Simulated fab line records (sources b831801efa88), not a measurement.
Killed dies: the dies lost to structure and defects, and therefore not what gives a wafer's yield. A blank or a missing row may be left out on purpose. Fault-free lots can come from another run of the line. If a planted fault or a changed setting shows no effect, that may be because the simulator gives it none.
Matching of chambers ; flow gf180mcu ; cmp-02 running GF_V5_CMP_26: 4 sister chambers
The step polishes, stops on SiO2, t overpolish 15.74 s, target thk 0 nm. 8 wafers are shown with their chamber, then 7 later ones without.

WAFERS, EACH WITH ITS CHAMBER
wafer;chamber;motor_current_A (A);overpolish_run_s (s)
L820.3;1;11.1;15.714
L822.1;2;13.0;15.741
L822.3;3;12.2;15.750
L822.5;3;11.6;15.751
L825.1;1;10.4;15.736
L825.4;2;12.6;15.724
L828.2;0;11.2;15.738
L828.5;0;11.2;15.742

WAFERS MISSING THEIR CHAMBER
wafer;motor_current_A (A);overpolish_run_s (s)
L828.6;10.6;15.747
L831.1;10.9;15.734
L831.2;12.1;15.742
L831.3;11.1;15.730
L838.1;10.7;15.739
L838.3;12.8;15.743
L838.5;11.3;15.733

CHAMBER TAKEN BY EACH
wafer;from the rows above;in truth
L828.6;can't be placed: 0 or 1 or 3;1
L831.1;can't be placed: 1 or 0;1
L831.2;can't be placed: 3 or 2 or 0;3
L831.3;can't be placed: 0 or 1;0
L838.1;can't be placed: 0 or 1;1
L838.3;can't be placed: 2 or 3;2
L838.5;can't be placed: 0 or 1 or 3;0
0 of 7 placed correctly. Not placeable from these rows: 7 (in 7, the candidates include the true chamber). Placed wrongly: 0.
How it was worked out, from the rows above alone: a wafer's distance from a chamber is the root of the sum, over the readings, of the square of ((its reading less the chamber's mean) divided by the reading's scatter). The wafer belongs to the nearest chamber; if the next one is less than 2 further off, it can't be placed. For every chamber, the mean is computed from those of its wafers that are shown. The scatter: take each reading less its chamber's mean, square it, sum over the shown wafers, divide by the number of wafers less the number of chambers, and take the root.
